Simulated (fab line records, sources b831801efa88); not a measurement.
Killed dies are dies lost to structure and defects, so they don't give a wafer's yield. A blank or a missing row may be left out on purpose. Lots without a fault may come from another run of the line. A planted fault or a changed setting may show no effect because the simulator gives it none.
Which tool did it? | flow sky130 | 11 lots, 33 wafers sampled, at 4 steps of a route of 708

WHAT THE GAUGES READ, wafer by wafer
SKY_VIA2_CD_MEAS_12: target cd 200 nm. Usual: cd_nm 200.5 nm, standard deviation 1.5.
lot  | measured     | on        | cd_nm (nm)                          | flag
L284 | day 36 15:06 | cd_sem-01 | 200.5 198.7 200.1                   |
L293 | day 39 09:10 | cd_sem-01 | 200.7 201.2 201.8                   |
L294 | day 39 18:13 | cd_sem-01 | 187.2 193.4 199.8 187.4 193.5 200.0 | OFF
L296 | day 39 21:37 | cd_sem-01 | 198.5 187.8 183.5 198.2 187.6 183.1 | OFF
L298 | day 40 15:11 | cd_sem-02 | 198.2 197.5 198.6                   |
L300 | day 41 09:10 | cd_sem-02 | 198.6 199.1 199.1                   |
L302 | day 41 19:02 | cd_sem-01 | 202.6 204.0 204.2                   |
L303 | day 42 11:07 | cd_sem-01 | 201.7 201.2 201.3                   |
L304 | day 42 12:24 | cd_sem-02 | 200.5 201.9 200.3                   |
L305 | day 42 14:42 | cd_sem-02 | 202.0 200.9 200.6                   |
L307 | day 43 10:22 | cd_sem-02 | 199.1 199.4 200.1                   |

SKY_CAPM_RS_MEAS_03: measures by four-point-probe. Usual: CAPM_TIN_RS 6.96 ohm/sq, standard deviation 0.07.
lot  | measured     | on            | CAPM_TIN_RS (ohm/sq) | flag
L284 | day 36 16:59 | film_metro-01 | 7.05 7.09 7.07       |
L293 | day 39 11:02 | film_metro-01 | 7.08 7.00 7.11       |
L294 | day 39 23:42 | film_metro-02 | 6.94 6.90 7.01       |
L296 | day 40 09:30 | film_metro-04 | 6.94 6.87 6.91       |
L298 | day 40 17:03 | film_metro-01 | 7.00 7.05 7.04       |
L300 | day 41 11:02 | film_metro-01 | 6.92 6.86 6.85       |
L302 | day 41 20:56 | film_metro-04 | 7.02 7.00 6.94       |
L303 | day 42 13:00 | film_metro-04 | 6.97 6.90 6.92       |
L304 | day 42 14:17 | film_metro-01 | 6.98 7.00 6.94       |
L305 | day 42 16:35 | film_metro-04 | 6.87 6.94 6.91       |
L307 | day 43 12:14 | film_metro-01 | 6.93 6.89 6.95       |

SKY_CAPM_THK_MEAS_04: measures by xrf. Usual: CAPM_TIN_THK 200.6 nm, standard deviation 2.1.
lot  | measured     | on            | CAPM_TIN_THK (nm) | flag
L284 | day 36 17:06 | film_metro-01 | 197.1 198.1 197.6 |
L293 | day 39 11:08 | film_metro-01 | 196.8 198.7 196.0 |
L294 | day 39 23:49 | film_metro-02 | 201.3 202.6 200.3 |
L296 | day 40 09:37 | film_metro-04 | 200.7 203.1 201.3 |
L298 | day 40 17:09 | film_metro-01 | 199.8 198.3 198.6 |
L300 | day 41 11:08 | film_metro-01 | 201.6 202.1 203.2 |
L302 | day 41 21:04 | film_metro-04 | 197.9 198.6 200.3 |
L303 | day 42 13:07 | film_metro-04 | 200.4 202.0 201.9 |
L304 | day 42 14:23 | film_metro-01 | 200.6 200.7 200.7 |
L305 | day 42 16:42 | film_metro-04 | 202.6 201.4 202.5 |
L307 | day 43 12:22 | film_metro-01 | 201.6 203.3 200.6 |

WHICH TOOL RAN EACH LOT (tool, then ch and the chambers of the sampled wafers, then the start)
lot  | SKY_VIA2_EXPOSE_09
L284 | krf_scanner-01 ch 0, day 36 01:37
L293 | krf_scanner-02 ch 0, day 38 22:08
L294 | krf_scanner-01 ch 0, day 39 05:22
L296 | krf_scanner-01 ch 0, day 39 08:41
L298 | krf_scanner-02 ch 0, day 40 03:34
L300 | krf_scanner-02 ch 0, day 40 21:42
L302 | krf_scanner-02 ch 0, day 41 06:46
L303 | krf_scanner-01 ch 0, day 42 00:11
L304 | krf_scanner-02 ch 0, day 42 01:17
L305 | krf_scanner-01 ch 0, day 42 03:16
L307 | krf_scanner-02 ch 0, day 43 00:19
- SKY_VIA2_EXPOSE_09: exposes mask VIM2, target cd 200 nm.

WHAT THE TOOLS THEMSELVES READ (means of the sampled wafers that have a number; where no wafer has one, the mark that the record gives instead)
SKY_VIA2_EXPOSE_09. Usual: exposure_dose_mJ_cm2 38.04, standard deviation 0.049.
lot  | tool           | exposure_dose_mJ_cm2 | flag
L284 | krf_scanner-01 | 38.00                |
L293 | krf_scanner-02 | 38.05                |
L294 | krf_scanner-01 | 38.48                | OFF
L296 | krf_scanner-01 | 38.52                | OFF
L298 | krf_scanner-02 | 38.08                |
L300 | krf_scanner-02 | 37.99                |
L302 | krf_scanner-02 | 38.09                |
L303 | krf_scanner-01 | 37.98                |
L304 | krf_scanner-02 | 38.02                |
L305 | krf_scanner-01 | 37.98                |
L307 | krf_scanner-02 | 38.05                |

THE ANSWER, worked out from the rows above alone
Rule: a lot is off if the mean of its wafers that have a number lies more than 3 standard deviations from the usual mean. A lot without any number at a reading at which 4 lots or more have one is off too. The other lots that the step has rows for count as sound. The gauges are gone through in route order, then the tools' own readings, and for those a lot's mean is taken as printed above. The first step at which some lot is off is used, and at that step the reading that is off furthest; a lot without a number counts as furthest.
Off: L294, L296, at SKY_VIA2_CD_MEAS_12 (cd_nm).
A tool fits if, at a process step before that reading, it ran every lot that is off, and no sound lot after the first of them. The gauges at SKY_VIA2_CD_MEAS_12 aren't tried: what is off there is off at SKY_VIA2_EXPOSE_09 too, on other tools, and a gauge's error can't cause that. None of those tried fits.

WHAT THE SIMULATOR HAD PUT IN
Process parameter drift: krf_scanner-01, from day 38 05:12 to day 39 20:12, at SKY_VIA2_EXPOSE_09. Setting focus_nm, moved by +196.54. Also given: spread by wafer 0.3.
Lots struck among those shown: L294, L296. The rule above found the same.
